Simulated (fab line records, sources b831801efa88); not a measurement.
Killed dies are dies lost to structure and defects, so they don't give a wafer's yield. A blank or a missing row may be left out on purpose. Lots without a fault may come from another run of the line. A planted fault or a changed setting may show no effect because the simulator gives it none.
Which tool did it? | flow gf180mcu | 12 lots, 36 wafers sampled, at 1 step of a route of 602

WHAT THE GAUGES READ, wafer by wafer
GF_VT_IMPLANT_OVL_MEAS_29.
lot  | measured     | on         | VT_IMPLANT_02_OVL (nm)
L483 | day 6 13:28  | overlay-01 | -1.2 -0.5 1.2
L484 | day 6 18:46  | overlay-02 | 0.6 0.5 -0.7
L485 | day 7 22:30  | overlay-01 | -2.0 -3.3 -1.0
L488 | day 8 03:46  | overlay-02 | -0.9 -2.0 -0.2
L489 | day 8 09:04  | overlay-02 | 1.9 0.9 2.8
L494 | day 10 02:01 | overlay-02 | 2.3 2.2 2.2
L496 | day 10 13:27 | overlay-02 | 1.4 0.1 -0.2
L497 | day 11 01:01 | overlay-02 | -1.5 -0.8 -0.8
L500 | day 11 15:03 | overlay-01 | 0.4 3.5 0.5
L501 | day 11 21:35 | overlay-01 | -1.0 0.4 -1.5
L503 | day 12 12:55 | overlay-02 | 1.0 -0.3 0.5
L506 | day 13 07:53 | overlay-02 | 0.6 0.6 -0.4

WHICH TOOL RAN EACH LOT (tool, then ch and the chambers of the sampled wafers, then the start)
The record holds no process step before these readings.

WHAT THE TOOLS THEMSELVES READ (means of the sampled wafers that have a number; where no wafer has one, the mark that the record gives instead)
The record holds no such reading with a usual standard deviation.

THE ANSWER, worked out from the rows above alone
Rule: what is usual is taken from the lots themselves. Put in order of their means at a reading, lots are off if they are a third of the lots or fewer, leave a main group of 4 or more, and stand apart from it by a gap of 3 or more times the standard deviation of the main group's means; of several such gaps the widest counts. A main group whose means are all the same, to the digits that the tables above print for the reading, isn't used. A lot without any number at a reading at which 4 lots or more have one is off too. The other lots that the step has rows for count as sound. The gauges are gone through in route order, then the tools' own readings, and for those a lot's mean is taken as printed above. The first step at which some lot is off is used, and at that step the reading that is off furthest; a lot without a number counts as furthest.
No lot is off at any reading shown: from this, nothing can be told.

WHAT THE SIMULATOR HAD PUT IN
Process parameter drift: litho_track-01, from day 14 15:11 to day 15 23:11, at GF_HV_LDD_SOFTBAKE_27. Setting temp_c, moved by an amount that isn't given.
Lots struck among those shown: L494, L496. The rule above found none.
